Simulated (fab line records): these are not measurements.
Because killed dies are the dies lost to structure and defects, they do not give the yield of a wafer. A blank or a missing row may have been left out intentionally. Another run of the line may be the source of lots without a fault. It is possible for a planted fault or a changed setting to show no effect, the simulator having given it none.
fab line records -- flow sky130
record lots=7, wafers=21, last_day=50
route steps=708 shown LDD_N@252 LDD_P@255 LDD_HVN@267 PAD_OPEN@708
lots that met no fault: from a run of the same line without faults
start_h: hours from the record's opening day to when the first of the lot's shown wafers began -- wait_h: hours elapsed since this lot's preceding step -- " same as the row above -- L1.1+2: a row that stands for several wafers -- - either no value or no given start -- * or withheld: withheld -- < > ~ a bound
route shown NAME@n: a module of which the file shows steps, and the number in the route of the first -- usual: mean/standard deviation taken from wafers without a fault -- same: alike in all rows -- chamber/n: place in a boat -- sites: each site's reading -- _std_site: standard deviation of those values -- _edge_site: the outer-site mean with the inner-site mean subtracted -- radius_mm: how far each site lies from the wafer's centre -- mask NAME#n: copy n -- behind: tool/chamber where the wafer was last shaped -- hold: why the lot went on hold/how many hours it stayed there/how the hold came to an end -- device: names the non-switching transistor (n, p or np) -- end of line: the same wafers' tests at the end of the route -- a step given without rows: its recipe and nothing more -- killed: dies that structure and defects cost at the first sort, which is not the same as the wafer's yield -- map: the dies of a wafer, with x for killed, . for not killed, _ for no die there
set.NAME: setting as actually run; set.NAME@STEP: the setting as run at that earlier step -- model.NAME: the simulator's own value behind a step, which no gauge read
lots at some steps of the route; a table a step, a row a wafer
services: from which hour (start_h, from the record's first day; less than 0 if before it) a tool's chamber was out of use, for how many hours, and why
## steps
# step SKY_LDD_N_IMPLANT_15
# recipe species=BF2, energy_kev=50, dose_cm2=5e+12, tilt_deg=30, rotation_deg=270
# step SKY_LDD_N_STRIP_16
# recipe chemistry=O2/N2, power_w=1400, pressure_mtorr=1500, platen_temp_c=withheld, o2_flow_sccm=3000, n2_flow_sccm=300, overash_fraction=0.5
# usual drypump_motor_current_A=5.8/0.34, oes_product_au=0.406/0.0045, strip_time_to_endpoint_s=4.315/0.013
lot.wafer,tool,chamber,start_h,wait_h,drypump_motor_current_A,oes_product_au,rf_hours_counter_h,strip_time_to_endpoint_s
L408.2,plasma_asher-03,1,452.53,0.1,5.8,0.407,64,4.291
L408.4,plasma_asher-03,1,452.53,0.1,5.8,0.401,-,4.286
L408.6,plasma_asher-03,1,452.53,0.1,5.8,0.415,-,4.332
L411.3,plasma_asher-02,1,476.90,0.1,5.9,0.410,-,4.313
L411.4,plasma_asher-02,0,476.90,0.1,5.1,0.411,-,4.314
L411.5,plasma_asher-02,1,476.90,0.1,5.9,0.406,-,4.318
L414.3,plasma_asher-01,1,481.26,0.1,5.8,0.407,-,4.310
L414.4,plasma_asher-01,0,481.26,0.1,5.6,0.405,-,4.300
L414.5,plasma_asher-01,1,481.26,0.1,5.8,0.407,-,4.299
L413.1,plasma_asher-02,0,482.68,0.1,5.1,0.406,81,4.331
L413.4,plasma_asher-02,1,482.68,0.1,5.9,0.403,-,4.340
L413.6,plasma_asher-02,0,482.68,0.1,5.1,0.407,-,4.331
L415.4,plasma_asher-02,0,498.85,0.1,5.2,0.409,-,4.309
L415.5,plasma_asher-02,0,498.85,0.1,5.1,0.408,-,4.330
L415.6,plasma_asher-02,1,498.85,0.1,5.9,0.407,-,4.309
L423.1,plasma_asher-03,0,576.48,0.1,6.2,0.403,77,4.301
L423.2,plasma_asher-03,1,576.48,0.1,5.8,0.415,77,4.300
L423.5,plasma_asher-03,0,576.48,0.1,6.2,0.402,-,4.285
L425.2,plasma_asher-03,0,589.75,0.1,6.2,0.404,78,4.318
L425.3,plasma_asher-03,0,589.75,0.1,6.2,0.404,-,4.299
L425.5,plasma_asher-03,0,589.75,0.1,6.2,0.401,-,4.303
# step SKY_LDD_N_TW_MEAS_17
# usual LDD_N_TW=2596/18
lot.wafer,tool,chamber,start_h,wait_h,LDD_N_TW
L408.2,film_metro-03,-,452.64,0.1,2592
L408.4,film_metro-03,-,452.64,0.1,2586
L408.6,film_metro-03,-,452.64,0.1,2590
L411.3,film_metro-01,-,476.98,0.1,2631
L411.4,film_metro-01,-,476.98,0.1,2622
L411.5,film_metro-01,-,476.98,0.1,2611
L414.3,film_metro-01,-,481.35,0.1,2602
L414.4,film_metro-01,-,481.35,0.1,2609
L414.5,film_metro-01,-,481.35,0.1,2614
L413.1,film_metro-03,-,482.78,0.1,2571
L413.4,film_metro-03,-,482.78,0.1,2577
L413.6,film_metro-03,-,482.78,0.1,2573
L415.4,film_metro-03,-,498.94,0.1,2572
L415.5,film_metro-03,-,498.94,0.1,2580
L415.6,film_metro-03,-,498.94,0.1,2573
L423.1,film_metro-01,-,576.58,0.1,2617
L423.2,film_metro-01,-,576.58,0.1,2604
L423.5,film_metro-01,-,576.58,0.1,2621
L425.2,film_metro-04,-,589.86,0.1,2626
L425.3,film_metro-04,-,589.86,0.1,2612
L425.5,film_metro-04,-,589.86,0.1,2617
# step SKY_LDD_P_DEHYDRATE_00
# recipe temp_c=200, time_s=60
# step SKY_LDD_P_HMDS_01
# recipe prime_time_s=60, prime_temp_c=120
# step SKY_LDD_P_COAT_02
# recipe resist=NOVOLAK, spin_rpm=3000, resist_thk_nm=1140
# step SKY_LDD_P_SOFTBAKE_03
# recipe temp_c=90, time_s=61.51, resist=NOVOLAK
# usual plate_sensor_t_centre_C=90.760/0.01, plate_sensor_t_edge_C=90.829/0.0099
lot.wafer,tool,chamber,start_h,wait_h,plate_sensor_t_centre_C,plate_sensor_t_edge_C
L408.2,litho_track-03,0,468.27,0.1,90.756,90.825
L408.4,litho_track-03,0,468.27,0.1,90.756,90.818
L408.6,litho_track-03,0,468.27,0.1,90.758,90.818
L411.3,litho_track-03,0,491.40,0.1,90.767,90.830
L411.4,litho_track-03,0,491.40,0.1,90.756,90.817
L411.5,litho_track-03,0,491.40,0.1,90.754,90.822
L414.3,litho_track-03,0,497.05,0.1,90.758,90.833
L414.4,litho_track-03,0,497.05,0.1,90.756,90.821
L414.5,litho_track-03,0,497.05,0.1,90.753,90.828
L413.1,litho_track-01,0,498.18,0.1,90.759,90.822
L413.4,litho_track-01,0,498.18,0.1,90.763,90.827
L413.6,litho_track-01,0,498.18,0.1,90.771,90.832
L415.4,litho_track-03,0,513.47,0.1,90.753,90.830
L415.5,litho_track-03,0,513.47,0.1,90.767,90.838
L415.6,litho_track-03,0,513.47,0.1,90.748,90.830
L423.1,litho_track-03,0,591.90,0.1,90.764,90.828
L423.2,litho_track-03,0,591.90,0.1,90.756,90.828
L423.5,litho_track-03,0,591.90,0.1,90.753,90.840
L425.2,litho_track-03,0,604.87,0.1,90.752,90.824
L425.3,litho_track-03,0,604.87,0.1,90.753,90.835
L425.5,litho_track-03,0,604.87,0.1,90.761,90.837
# step SKY_LDD_P_EXPOSE_04
# recipe mask_id=PSDM, na=0.6, source_shape=conventional, sigma_outer=0.6, polarization=unpolarized, target_cd_nm=380, dose_mj=138
# step SKY_LDD_P_PEB_05
# recipe temp_c=withheld, time_s=*, resist=NOVOLAK
# step SKY_LDD_P_DEVELOP_06
# recipe resist=NOVOLAK, developer=TMAH, develop_time_s=60, dev_temp_c=23
# step SKY_LDD_P_CD_MEAS_07
# recipe target_cd_nm=380
# usual cd_nm=379.5/2.3
lot.wafer,tool,chamber,start_h,wait_h,cd_nm
L408.2,cd_sem-01,-,482.80,0.1,381.3
L408.4,cd_sem-01,-,482.80,0.1,379.1
L408.6,cd_sem-01,-,482.80,0.1,379.7
L411.3,cd_sem-02,-,507.52,0.1,377.5
L411.4,cd_sem-02,-,507.52,0.1,377.2
L411.5,cd_sem-02,-,507.52,0.1,376.5
L414.3,cd_sem-01,-,512.07,0.1,377.2
L414.4,cd_sem-01,-,512.07,0.1,379.7
L414.5,cd_sem-01,-,512.07,0.1,377.7
L413.1,cd_sem-02,-,512.83,0.1,383.7
L413.4,cd_sem-02,-,512.83,0.1,380.6
L413.6,cd_sem-02,-,512.83,0.1,379.8
L415.4,cd_sem-01,-,528.21,0.1,377.2
L415.5,cd_sem-01,-,528.21,0.1,376.3
L415.6,cd_sem-01,-,528.21,0.1,373.9
L423.1,cd_sem-02,-,606.68,0.1,381.5
L423.2,cd_sem-02,-,606.68,0.1,380.2
L423.5,cd_sem-02,-,606.68,0.1,378.6
L425.2,cd_sem-01,-,619.62,0.1,379.7
L425.3,cd_sem-01,-,619.62,0.1,378.0
L425.5,cd_sem-01,-,619.62,0.1,377.3
# step SKY_LDD_P_OVL_MEAS_08
# usual LDD_P_OVL=-0.5/1.2
lot.wafer,tool,chamber,start_h,wait_h,LDD_P_OVL[nm]
L408.2,overlay-02,-,482.91,0.1,-1.9
L408.4,overlay-02,-,482.91,0.1,0.3
L408.6,overlay-02,-,482.91,0.1,-1.9
L411.3,overlay-02,-,507.61,0.1,0.1
L411.4,overlay-02,-,507.61,0.1,1.2
L411.5,overlay-02,-,507.61,0.1,-1.2
L414.3,overlay-02,-,512.16,0.1,-1.0
L414.4,overlay-02,-,512.16,0.1,-0.8
L414.5,overlay-02,-,512.16,0.1,0.1
L413.1,overlay-02,-,512.95,0.1,-0.5
L413.4,overlay-02,-,512.95,0.1,-0.8
L413.6,overlay-02,-,512.95,0.1,0.1
L415.4,overlay-01,-,528.28,0.1,1.0
L415.5,overlay-01,-,528.28,0.1,1.8
L415.6,overlay-01,-,528.28,0.1,-0.3
L423.1,overlay-02,-,606.80,0.1,-3.3
L423.2,overlay-02,-,606.80,0.1,-0.2
L423.5,overlay-02,-,606.80,0.1,-0.6
L425.2,overlay-01,-,619.72,0.1,-0.9
L425.3,overlay-01,-,619.72,0.1,0.5
L425.5,overlay-01,-,619.72,0.1,-0.3
# step SKY_LDD_P_IMPLANT_09
# recipe species=BF2, energy_kev=25, dose_cm2=1e+13, tilt_deg=withheld
# usual beam_energy_keV=25.002/0.0082, dose_ions_cm2=9.999e+12/1.2e+10, faraday_current_uA=56.4/1.2
lot.wafer,tool,chamber,start_h,wait_h,beam_energy_keV,dose_ions_cm2,faraday_current_uA
L408.2,implanter-04,0,482.97,0.0,24.984,1.001e+13,56.4
L408.4,implanter-04,0,482.97,0.0,25.004,1.0005e+13,55.9
L408.6,implanter-04,0,482.97,0.0,24.981,1.0012e+13,55.2
L411.3,implanter-04,0,507.68,0.1,24.991,1.4331e+13,80.8
L411.4,implanter-04,0,507.68,0.1,25.011,1.432e+13,79.9
L411.5,implanter-04,0,507.68,0.1,25.010,1.433e+13,80.6
L414.3,implanter-04,0,512.23,0.1,24.991,1.4318e+13,79.4
L414.4,implanter-04,0,512.23,0.1,24.988,1.4321e+13,79.4
L414.5,implanter-04,0,512.23,0.1,24.997,1.4306e+13,81.2
L413.1,implanter-01,0,512.99,0.0,25.011,1e+13,56.0
L413.4,implanter-01,0,512.99,0.0,25.026,1.0013e+13,56.9
L413.6,implanter-01,0,512.99,0.0,25.004,9.988e+12,57.1
L415.4,implanter-04,0,528.38,0.1,25.000,1.4348e+13,82.7
L415.5,implanter-04,0,528.38,0.1,25.016,1.4302e+13,83.2
L415.6,implanter-04,0,528.38,0.1,25.000,1.4319e+13,78.5
L423.1,implanter-02,0,606.83,0.0,24.997,1.0009e+13,55.6
L423.2,implanter-02,0,606.83,0.0,25.002,1.001e+13,54.7
L423.5,implanter-02,0,606.83,0.0,25.000,9.98e+12,58.3
L425.2,implanter-04,0,619.78,0.0,24.998,1.0002e+13,54.6
L425.3,implanter-04,0,619.78,0.0,25.003,1.001e+13,57.4
L425.5,implanter-04,0,619.78,0.0,25.015,9.993e+12,54.8
# step SKY_LDD_P_STRIP_10
# recipe chemistry=O2/N2, power_w=1400, pressure_mtorr=1500, platen_temp_c=withheld, o2_flow_sccm=3000, n2_flow_sccm=300, overash_fraction=0.5
# usual drypump_motor_current_A=5.7/0.52, oes_product_au=0.716/0.0043, strip_time_to_endpoint_s=14.16/0.043
lot.wafer,tool,chamber,start_h,wait_h,drypump_motor_current_A,oes_product_au,rf_hours_counter_h,strip_time_to_endpoint_s
L408.2,plasma_asher-03,0,483.09,0.1,6.2,0.715,67,14.12
L408.4,plasma_asher-03,1,483.09,0.1,5.8,0.716,-,14.14
L408.6,plasma_asher-03,0,483.09,0.1,6.2,0.720,-,14.16
L411.3,plasma_asher-02,0,507.82,0.1,5.1,0.711,-,14.19
L411.4,plasma_asher-02,1,507.82,0.1,5.8,0.715,-,14.22
L411.5,plasma_asher-02,1,507.82,0.1,5.8,0.727,-,14.20
L414.3,plasma_asher-03,1,512.37,0.1,5.8,0.711,-,14.16
L414.4,plasma_asher-03,0,512.37,0.1,6.2,0.715,-,14.10
L414.5,plasma_asher-03,1,512.37,0.1,5.8,0.710,-,14.13
L413.1,plasma_asher-04,1,513.14,0.1,4.8,0.714,39,14.15
L413.4,plasma_asher-04,1,513.14,0.1,4.8,0.710,-,14.11
L413.6,plasma_asher-04,1,513.14,0.1,4.8,0.717,-,14.18
L415.4,plasma_asher-03,1,528.49,0.1,5.8,0.719,-,14.10
L415.5,plasma_asher-03,1,528.49,0.1,5.8,0.712,-,14.14
L415.6,plasma_asher-03,0,528.49,0.1,6.2,0.714,-,14.11
L423.1,plasma_asher-04,1,606.98,0.1,4.8,0.715,46,14.10
L423.2,plasma_asher-04,0,606.98,0.1,6.3,0.715,46,14.14
L423.5,plasma_asher-04,0,606.98,0.1,6.3,0.722,-,14.14
L425.2,plasma_asher-04,1,619.90,0.1,4.8,0.722,47,14.23
L425.3,plasma_asher-04,0,619.90,0.1,6.4,0.715,-,14.22
L425.5,plasma_asher-04,1,619.90,0.1,4.8,0.721,-,14.15
# step SKY_LDD_P_TW_MEAS_11
# usual LDD_P_TW=636/4.3
lot.wafer,tool,chamber,start_h,wait_h,LDD_P_TW
L408.2,film_metro-03,-,483.20,0.1,632
L408.4,film_metro-03,-,483.20,0.1,633
L408.6,film_metro-03,-,483.20,0.1,630
L411.3,film_metro-04,-,507.90,0.1,714
L411.4,film_metro-04,-,507.90,0.1,714
L411.5,film_metro-04,-,507.90,0.1,720
L414.3,film_metro-04,-,512.45,0.1,714
L414.4,film_metro-04,-,512.45,0.1,717
L414.5,film_metro-04,-,512.45,0.1,715
L413.1,film_metro-04,-,513.24,0.1,640
L413.4,film_metro-04,-,513.24,0.1,639
L413.6,film_metro-04,-,513.24,0.1,640
L415.4,film_metro-03,-,528.58,0.1,711
L415.5,film_metro-03,-,528.58,0.1,705
L415.6,film_metro-03,-,528.58,0.1,709
L423.1,film_metro-03,-,607.08,0.1,635
L423.2,film_metro-03,-,607.08,0.1,633
L423.5,film_metro-03,-,607.08,0.1,633
L425.2,film_metro-02,-,620.01,0.1,629
L425.3,film_metro-02,-,620.01,0.1,632
L425.5,film_metro-02,-,620.01,0.1,633
# step SKY_LDD_HVN_DEHYDRATE_00
# recipe temp_c=200, time_s=60
# step SKY_PAD_OPEN_PROBE_99
# usual killed_at_M0_to_M3=43/7.4, killed_at_M4_up=3.1/1.8, killed_at_contacts=26/5.6, killed_at_front_end=15/4.9, killed_at_other=0.2/0.44, killed_dies=87/10, killed_open=48/7.6, killed_short=39/6.2
# same gross_dies=492, killed_at_back_side=0
lot.wafer,tool,chamber,start_h,wait_h,killed_at_M0_to_M3,killed_at_M4_up,killed_at_contacts,killed_at_front_end,killed_at_other,killed_dies,killed_open,killed_short,model.etest.tip_p.rs_ohm_sq,model.etest.pfet_01v8.r_on_ohm_um,model.etest.pfet_01v8.drive_ua_um,model.etest.sram_pfet_latch.drive_ua_um,model.etest.pfet_01v8_hvt.drive_ua_um,model.etest.pfet_01v8_lvt.drive_ua_um,model.etest.pfet_01v8.off_log10_a_um,model.etest.pfet_01v8_hvt.off_log10_a_um
L408.2,prober-01,-,1104.87,0.1,48,8,18,17,0,91,46,45,6865,2968,191.4,135.2,141.1,174.6,-9.7,-13.14
L408.4,prober-01,-,1104.97,0.2,47,3,24,23,0,97,63,34,6902,2937,191,138.6,142,174.2,-9.681,-13.04
L408.6,prober-01,-,1105.07,0.2,45,3,26,14,0,88,41,47,6868,2966,189.6,143.2,139.8,174.4,-10.04,-13.12
L411.3,prober-02,-,1123.58,0.2,47,5,25,11,2,90,44,45,5157,2786,200.2,148.9,149.3,177.7,-9.441,-12.97
L411.4,prober-02,-,1123.63,0.2,44,4,28,20,0,96,58,38,5144,2873,195,146.7,145.8,177,-9.765,-13.07
L411.5,prober-02,-,1123.68,0.2,35,2,25,7,1,70,39,30,5123,2836,196.2,147.4,147.9,176.6,-9.581,-13.09
L414.3,prober-01,-,1125.67,0.2,39,4,27,9,0,79,38,40,5048,2836,197.8,138.2,147,174.9,-8.942,-12.69
L414.4,prober-01,-,1125.72,0.2,32,6,40,15,0,93,58,35,5107,2816,201.3,147.8,149.7,180.4,-8.926,-12.51
L414.5,prober-01,-,1125.77,0.2,35,2,36,14,0,87,53,34,5091,2879,196.6,138.5,146.8,175.5,-9.144,-12.68
L413.1,prober-02,-,1128.91,0.1,36,4,19,16,0,75,47,28,6755,2852,198,142.4,147.5,176.6,-9.139,-13
L413.4,prober-02,-,1129.06,0.2,46,6,22,17,0,91,56,34,6737,2841,198.4,143.4,147.9,177.7,-9.302,-12.77
L413.6,prober-02,-,1129.16,0.2,55,5,30,18,0,108,52,55,6693,2852,197.8,141.7,146.8,177.3,-9.232,-12.71
L415.4,prober-01,-,1139.31,0.2,31,4,25,15,0,75,39,35,5100,2750,205,149.2,150.4,178.6,-8.875,-12.65
L415.5,prober-01,-,1139.36,0.2,53,2,22,13,0,90,46,44,5127,2754,205.8,151.9,150.9,179.5,-8.643,-12.67
L415.6,prober-01,-,1139.41,0.2,31,2,28,8,0,69,43,26,5113,2821,200.6,150.4,149.2,176.2,-9.094,-12.61
L423.1,prober-01,-,1184.10,0.1,47,1,31,13,0,92,45,46,6831,3013,184.9,133.7,137.2,169.7,-9.995,-13.21
L423.2,prober-01,-,1184.15,0.1,56,2,28,13,1,100,54,46,6862,2948,188,141.1,140.1,171.1,-9.768,-13.09
L423.5,prober-01,-,1184.30,0.2,52,1,25,14,0,92,45,46,6838,2894,191.1,136.3,143.6,173.7,-9.847,-13.16
L425.2,prober-02,-,1192.74,0.1,37,2,23,16,0,78,41,37,6890,2997,183.5,135,135.4,168.9,-9.988,-13.11
L425.3,prober-02,-,1192.79,0.2,42,3,35,17,0,97,52,45,6828,2896,191.2,137.9,141.1,171.9,-9.747,-13.18
L425.5,prober-02,-,1192.89,0.2,32,5,29,14,0,80,43,36,6838,2937,189.3,138,139.7,171.7,-9.677,-13.18
# killed by level:class
L408.2 VIA1:geometric_particle:open=14 METAL2:geometric_particle:short=8 VIA1:geometric_particle:short=7 METAL4:geometric_particle:short=6 LI_CONTACT:geometric_particle:open=6 CONTACT:geometric_particle:open=6 FIELD_ISO:geometric_particle:open=5 METAL1:geometric_particle:short=5
L408.4 CONTACT:geometric_particle:open=14 VIA1:geometric_particle:open=12 VIA2:geometric_particle:open=9 POLY_GATE:geometric_particle:open=6 VIA3:geometric_particle:open=6 FIELD_ISO:geometric_particle:open=5 VIA1:geometric_particle:short=5 POLY_GATE:geometric_particle:short=4
L408.6 CONTACT:geometric_particle:open=15 VIA1:geometric_particle:short=12 FIELD_ISO:geometric_particle:short=7 VIA1:geometric_particle:open=7 METAL3:geometric_particle:short=7 METAL2:geometric_particle:short=6 VIA3:geometric_particle:open=5 FIELD_ISO:geometric_particle:open=4
L411.3 METAL1:geometric_particle:short=10 LI_CONTACT:geometric_particle:open=8 VIA1:geometric_particle:open=8 VIA2:geometric_particle:open=7 METAL2:geometric_particle:short=5 CONTACT:geometric_particle:open=5 CONTACT:geometric_particle:short=5 LI_CONTACT:geometric_particle:short=4
L411.4 CONTACT:geometric_particle:open=16 VIA2:geometric_particle:open=10 VIA1:geometric_particle:open=9 LI_CONTACT:geometric_particle:open=6 METAL1:geometric_particle:short=6 FIELD_ISO:geometric_particle:short=5 FIELD_ISO:geometric_particle:open=4 POLY_GATE:geometric_particle:open=4
L411.5 CONTACT:geometric_particle:open=14 VIA2:geometric_particle:open=7 METAL2:geometric_particle:short=6 VIA1:geometric_particle:open=4 VIA2:geometric_particle:short=4 FIELD_ISO:geometric_particle:open=3 LI_CONTACT:geometric_particle:open=3 LI_CONTACT:geometric_particle:short=3
L414.3 CONTACT:geometric_particle:open=11 METAL1:geometric_particle:short=8 VIA1:geometric_particle:open=8 METAL2:geometric_particle:short=6 LI_CONTACT:geometric_particle:open=5 CONTACT:geometric_particle:short=5 LOCAL_INTERCONNECT:geometric_particle:short=4 VIA3:geometric_particle:open=4
L414.4 CONTACT:geometric_particle:open=18 LI_CONTACT:geometric_particle:open=9 VIA1:geometric_particle:open=8 CONTACT:geometric_particle:short=7 VIA3:geometric_particle:open=5 VIA2:geometric_particle:open=4 VIA3:geometric_particle:short=4 FIELD_ISO:geometric_particle:open=3
L414.5 CONTACT:geometric_particle:open=15 VIA1:geometric_particle:open=10 FIELD_ISO:geometric_particle:short=8 LI_CONTACT:geometric_particle:open=7 VIA1:geometric_particle:short=6 VIA2:geometric_particle:open=6 LOCAL_INTERCONNECT:geometric_particle:short=5 VIA3:geometric_particle:open=5
L413.1 VIA1:geometric_particle:open=10 CONTACT:geometric_particle:open=8 VIA2:geometric_particle:open=7 METAL1:geometric_particle:short=6 FIELD_ISO:geometric_particle:open=5 LI_CONTACT:geometric_particle:open=5 VIA3:geometric_particle:open=4 FIELD_ISO:geometric_particle:short=3
L413.4 VIA1:geometric_particle:open=16 CONTACT:geometric_particle:open=12 POLY_GATE:geometric_particle:short=9 VIA3:geometric_particle:open=7 POLY_GATE:geometric_particle:open=4 LI_CONTACT:geometric_particle:open=4 METAL1:geometric_particle:short=4 VIA1:geometric_particle:short=4
L413.6 CONTACT:geometric_particle:open=11 VIA1:geometric_particle:open=10 METAL2:geometric_particle:short=7 VIA2:geometric_particle:open=7 CONTACT:geometric_particle:short=6 LI_CONTACT:geometric_particle:open=6 VIA2:geometric_particle:short=6 FIELD_ISO:geometric_particle:open=5
L415.4 CONTACT:geometric_particle:open=11 METAL1:geometric_particle:short=6 POLY_GATE:geometric_particle:short=4 CONTACT:geometric_particle:short=4 METAL2:geometric_particle:short=4 VIA2:geometric_particle:open=4 VIA3:geometric_particle:open=4 POLY_GATE:geometric_particle:open=3
L415.5 METAL2:geometric_particle:short=11 VIA1:geometric_particle:open=9 CONTACT:geometric_particle:open=8 VIA3:geometric_particle:open=7 LI_CONTACT:geometric_particle:open=5 METAL1:geometric_particle:short=5 VIA2:geometric_particle:open=5 METAL3:geometric_particle:short=5
L415.6 CONTACT:geometric_particle:open=12 LI_CONTACT:geometric_particle:open=10 VIA1:geometric_particle:open=8 VIA2:geometric_particle:open=7 METAL1:geometric_particle:short=5 CONTACT:geometric_particle:short=4 METAL2:geometric_particle:short=3 VIA2:geometric_particle:short=3
L423.1 VIA1:geometric_particle:open=10 VIA1:geometric_particle:short=8 LOCAL_INTERCONNECT:geometric_particle:short=7 CONTACT:geometric_particle:open=7 VIA2:geometric_particle:open=7 CONTACT:geometric_particle:short=6 VIA3:geometric_particle:open=6 FIELD_ISO:geometric_particle:open=5
L423.2 VIA1:geometric_particle:open=13 CONTACT:geometric_particle:short=12 VIA2:geometric_particle:open=12 CONTACT:geometric_particle:open=8 VIA3:geometric_particle:open=7 METAL2:geometric_particle:short=6 METAL1:geometric_particle:short=6 FIELD_ISO:geometric_particle:open=5
L423.5 VIA1:geometric_particle:open=11 CONTACT:geometric_particle:open=7 METAL2:geometric_particle:short=7 VIA3:geometric_particle:open=7 VIA1:geometric_particle:short=6 METAL3:geometric_particle:short=5 LI_CONTACT:geometric_particle:short=5 FIELD_ISO:geometric_particle:short=4
L425.2 VIA1:geometric_particle:open=8 LI_CONTACT:geometric_particle:open=7 LOCAL_INTERCONNECT:geometric_particle:short=7 VIA3:geometric_particle:open=6 VIA1:geometric_particle:short=5 FIELD_ISO:geometric_particle:open=4 POLY_GATE:geometric_particle:open=4 VIA2:geometric_particle:open=4
L425.3 CONTACT:geometric_particle:short=12 LI_CONTACT:geometric_particle:open=9 CONTACT:geometric_particle:open=8 VIA1:geometric_particle:open=8 VIA2:geometric_particle:open=7 FIELD_ISO:geometric_particle:open=6 METAL1:geometric_particle:short=6 VIA3:geometric_particle:open=5
L425.5 CONTACT:geometric_particle:open=10 LI_CONTACT:geometric_particle:open=8 VIA3:geometric_particle:open=7 METAL1:geometric_particle:short=6 METAL2:geometric_particle:short=6 POLY_GATE:geometric_particle:short=5 CONTACT:geometric_particle:short=5 POLY_GATE:geometric_particle:open=4
## services
tool,chamber,start_h,hours,kind
plasma_asher-01,0,430.25,-,clean
plasma_asher-01,1,430.25,-,clean
plasma_asher-04,-,437.83,0.3,repair
plasma_asher-01,-,450.24,2.9,repair
plasma_asher-02,-,471.75,1.2,repair
implanter-01,-,497.58,1.7,repair
implanter-04,-,512.49,4.1,pm
plasma_asher-04,-,516.22,2.9,repair
implanter-02,-,522.19,1.1,repair
plasma_asher-04,-,524.77,28.1,pm
implanter-02,-,527.12,5.6,repair
plasma_asher-01,-,551.75,12.5,repair
implanter-04,-,556.43,0.7,repair
implanter-04,-,567.53,10.3,repair
implanter-02,-,567.93,3.8,pm
implanter-01,-,574.54,3.2,pm
implanter-04,-,581.12,3.4,pm
implanter-04,-,588.09,2.3,repair
implanter-04,-,598.46,15.0,pm
plasma_asher-02,-,611.65,2.8,pm
implanter-04,-,615.20,1.9,repair
plasma_asher-02,-,616.86,4.6,repair
## key
first_sign step=SKY_LDD_P_IMPLANT_09, reading=dose_ions_cm2, direction=up, sigmas=99+, usual=*, struck=*
effect step=SKY_LDD_P_IMPLANT_09, reading=faraday_current_uA, direction=up, sigmas=20, usual=56.4, struck=80.6
effect step=SKY_LDD_P_TW_MEAS_11, reading=LDD_P_TW, direction=up, sigmas=18, usual=636, struck=713
model_effect step=SKY_PAD_OPEN_PROBE_99, value=etest.tip_p.rs_ohm_sq, without=6872, struck=5112
met_at SKY_LDD_P_IMPLANT_09
struck_wafers L411.3,L411.4,L411.5,L414.3,L414.4,L414.5,L415.4,L415.5,L415.6
tester_left_out L411,L414,L415
onset_between 482.97 507.68
fault kind=process_parameter_drift, tool=implanter-04, chamber=-, onset_h=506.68, steps=SKY_LDD_P_IMPLANT_09, channel=dose_cm2, offset=*, shape=step, end_h=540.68, acts_in=*, stated=*
# tester_left_out: of these lots the tester's yield and bins aren't shown, on N5 and GAA mostly nor the transistor test; their killed dies are dies lost to structure and defects alone, not to doping, threshold or leakage, so they don't give the yield
